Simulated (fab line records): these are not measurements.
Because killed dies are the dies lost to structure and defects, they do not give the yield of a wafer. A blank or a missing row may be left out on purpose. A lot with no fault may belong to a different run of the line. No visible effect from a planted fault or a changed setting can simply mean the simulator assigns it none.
Struck lot and sound lot, side by side | flow sky130 | 16 out of 708 route steps
Sound: these wafers, L579.1, L579.4, L579.5. The struck wafers were L590.1, L590.2, L590.4. The cause is given at the end.
At each step with rows: each side's tool, then ch and its chambers, then its first start. Under that, the readings that differ: sound wafers | struck wafers | difference of the means | sigmas: that difference in standard deviations of wafers without a fault.
alike: words and numbers the same on both sides, and readings whose means are apart by under 2 such deviations; not compared: readings that were withheld, readings missing a value for some wafer, numbers with overlapping values and no deviation given by the record, and bounds like >300 which may hide the same value.
Wherever a step has rows on one side only, a row that says differs or no value, or a row with sigmas, the two part there. Non-overlapping numbers with no deviation appear without sigmas and do not part them. Lack of a reading on every wafer of one side parts them only where that side has two or more wafers.

first, 3 steps without rows for these wafers: SKY_METAL2_EXPOSE_12 (exposes mask MM2, target cd 140 nm); SKY_METAL2_PEB_13; SKY_METAL2_DEVELOP_14 (develop time 60 s).
SKY_METAL2_CD_MEAS_15: the cd target is 140 nm.
  sound: cd_sem-01 at day 35 17:17; struck: cd_sem-02 at day 40 09:26
  alike: cd_nm
SKY_METAL2_OVL_MEAS_16:
  sound: overlay-02 at day 35 17:24; struck: overlay-01 at day 40 09:34
  alike: METAL2_OVL
SKY_METAL2_DESCUM_17: chemistry O2, time 8 s.
  sound on rie_metal-02 ch 0,1, day 35 17:26; struck on rie_metal-02 ch 0,1, day 40 09:36
  alike: drypump_motor_current_A, oes_product_au
  not compared: rf_hours_counter_h
SKY_METAL2_ETCH_18: etches BARC in N2/H2, stops on SiO2, time 45.9 s, target depth 60 nm.
  sound on rie_metal-02 ch 0,1, day 35 17:28; struck on rie_metal-02 ch 0,1, day 40 09:38
  alike: bias_w, drypump_motor_current_A, oes_product_au, throttle_valve_pct
  not compared: rf_hours_counter_h
SKY_METAL2_METAL_ETCH_19: etches the open film in Cl2/BCl3, stops on SiO2, target depth 360 nm, time 78 s.
  sound on rie_metal-02 ch 0,1, day 35 17:32; struck on rie_metal-02 ch 0,1, day 40 09:41
  alike: bias_w, drypump_motor_current_A, oes_product_au, throttle_valve_pct
  not compared: rf_hours_counter_h
SKY_METAL2_STRIP_20: strips in O2/N2.
  sound on plasma_asher-01 ch 1, day 35 17:37; struck on plasma_asher-04 ch 0,1, day 40 09:47
  alike: drypump_motor_current_A, oes_product_au, strip_time_to_endpoint_s
  not compared: rf_hours_counter_h
then, 3 steps without rows for these wafers: SKY_METAL2_STRIP_21 (strips in post etch residue remover, time 1200 s); SKY_METAL2_CLEAN_22 (cleans in IPA, time 180 s); SKY_METAL2_CLEAN_23 (cleans in O3/DIW).
SKY_VIA2_HDPCVD_00: deposits SiO2, target thk 1180 nm, time 196.7 s.
  sound on hdpcvd-01 ch 0,2, day 35 18:13; struck on hdpcvd-02 ch 1,2, day 40 10:40
SKY_VIA2_THK_MEAS_01:
  sound: film_metro-03 at day 35 18:20; struck: film_metro-01 at day 40 10:48
  reading              | sound          | struck         | difference | sigmas
  VIA2_HDPCVD_THK (nm) | 1190 1181 1167 | 2365 2371 2354 | +1184      | +99
SKY_VIA2_CMP_02: polishes SiO2.
  sound on cmp-02 ch 0,1, day 35 18:24; struck on cmp-02 ch 1,2,3, day 40 10:52
  alike: head_pressure_psi, motor_current_A
-- the record jumps here: 9 days lie between the struck wafers' starts before and after (it left off in module VIA2 and takes up again in module PAD_OPEN, whose first step shown is number 708 of the route) --
SKY_PAD_OPEN_PROBE_99:
  only the struck wafers here have rows in the record (prober-01, day 49 22:10); the sound ones have none

== WHERE THEY PART ==
At SKY_VIA2_THK_MEAS_01 first; at SKY_PAD_OPEN_PROBE_99 last (within this record only).

WHY: what had been put in by the simulator
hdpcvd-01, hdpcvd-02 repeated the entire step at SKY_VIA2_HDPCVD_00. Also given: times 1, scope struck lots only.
